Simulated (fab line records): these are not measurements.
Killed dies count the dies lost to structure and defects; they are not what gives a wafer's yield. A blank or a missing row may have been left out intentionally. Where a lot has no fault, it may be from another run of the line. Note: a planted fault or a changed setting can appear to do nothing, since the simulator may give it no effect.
Which tool was responsible? | flow sky130 | Sampling: 11 lots, 32 wafers, 2 of 708 route steps

WHAT THE GAUGES SHOWED, per wafer
SKY_CAPM_OVL_MEAS_12.
lot  | measured     | on         | CAPM_OVL (nm)
L468 | day 37 08:59 | overlay-01 | 0.4 0.4 0.9
L469 | day 37 15:13 | overlay-01 | 1.0 -1.3 -0.1
L470 | day 38 09:11 | overlay-01 | 0.5 -1.6 -2.3
L472 | day 39 17:23 | overlay-02 | -1.7 -0.2 -0.1
L474 | day 39 19:49 | overlay-02 | 0.1 0.5 -0.8
L473 | day 39 22:05 | overlay-01 | -1.3 1.3 -1.9
L479 | day 40 20:18 | overlay-02 | 1.4 1.8
L486 | day 42 18:38 | overlay-01 | -0.4 -1.9 0.3
L487 | day 43 00:02 | overlay-01 | -0.3 -0.4 0.3
L489 | day 43 05:23 | overlay-02 | -1.5 0.2 -0.8
L491 | day 43 20:59 | overlay-01 | -2.2 -1.6 -1.5

WHICH TOOL RAN EACH LOT (tool, then ch and the chambers of the sampled wafers, then the start)
lot  | SKY_METAL3_SPUTTER_04
L468 | pvd sputter-03, day 36 07:04
L469 | pvd sputter-03, day 36 13:40
L470 | pvd sputter-04, day 37 08:10
L472 | pvd sputter-02, day 38 16:14
L474 | pvd sputter-02, day 38 19:06
L473 | pvd sputter-04, day 38 20:59
L479 | pvd sputter-03, day 39 19:59
L486 | pvd sputter-02, day 41 19:19
L487 | pvd sputter-04, day 42 00:49
L489 | pvd sputter-04, day 42 06:47
L491 | pvd sputter-02, day 42 21:52
- SKY_METAL3_SPUTTER_04: material TiN, target thk 70 nm, time 58.3 s.

THE ANSWER, worked out from the rows above alone
Rule: the lots themselves supply what counts as usual. Put in order of their means at a reading, lots are off if they are a third of the lots or fewer, leave a main group of 4 or more, and stand apart from it by a gap of 3 or more times the standard deviation of the main group's means; of several such gaps the widest counts. A main group is skipped when, at the precision printed for the reading in the tables above, its means are all equal. Also off: a lot with no number at a reading for which 4 or more lots have one. The other lots that the step has rows for count as sound.
Across all readings shown, no lot is off: no conclusion can be drawn from this.

WHAT THE SIMULATOR HAD PUT IN
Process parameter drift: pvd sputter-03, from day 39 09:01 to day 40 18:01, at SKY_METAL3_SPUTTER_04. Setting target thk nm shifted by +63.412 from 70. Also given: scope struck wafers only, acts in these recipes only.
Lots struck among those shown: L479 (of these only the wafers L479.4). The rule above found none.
